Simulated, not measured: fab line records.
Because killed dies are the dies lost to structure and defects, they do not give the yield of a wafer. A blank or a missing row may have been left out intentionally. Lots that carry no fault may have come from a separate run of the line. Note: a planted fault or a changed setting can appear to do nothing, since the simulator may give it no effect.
Matching of chambers	flow gf180mcu	cmp-01 running GF_V3_CMP_26: 3 sister chambers
The step polishes, stops on SiO2, t overpolish 15 s, target thk 0 nm. 6 wafers are shown with their chamber, then 6 later ones without.

== WAFERS PAIRED WITH THEIR CHAMBERS ==
wafer	chamber	motor current A (A)	time to endpoint s (s)
L794.5	3	10.6	86
L794.6	2	11.4	83
L802.4	2	11.9	85
L802.5	0	10.3	86
L804.1	0	10.5	87
L804.2	3	11.2	88

== WAFERS MISSING THEIR CHAMBER ==
wafer	motor current A (A)	time to endpoint s (s)
L804.3	11.6	84
L809.2	10.5	83
L809.4	11.9	82
L809.5	10.5	83
L810.1	10.6	84
L810.5	11.5	86

== WHICH CHAMBER EACH ONE RAN IN ==
wafer	from the rows above	in truth
L804.3	2	2
L809.2	can't be placed: 0 or 3 or 2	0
L809.4	2	2
L809.5	can't be placed: 0 or 3 or 2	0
L810.1	can't be placed: 0 or 3 or 2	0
L810.5	can't be placed: 2 or 3 or 0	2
Correctly placed: 2 of 6. From these rows, 4 cannot be placed; in 4 the true chamber is one of the candidates. Placed wrongly: 0.
How it was worked out, from the rows above alone: a wafer's distance from a chamber is the root of the sum, over the readings, of the square of ((its reading less the chamber's mean) divided by the reading's scatter). The wafer belongs to the nearest chamber; if the next one is less than 2 further off, it can't be placed. For every chamber, the mean is computed from those of its wafers that are shown. The scatter is the square root of a quotient: the sum, over the shown wafers, of each reading's squared deviation from its chamber's mean, divided by wafers minus chambers.
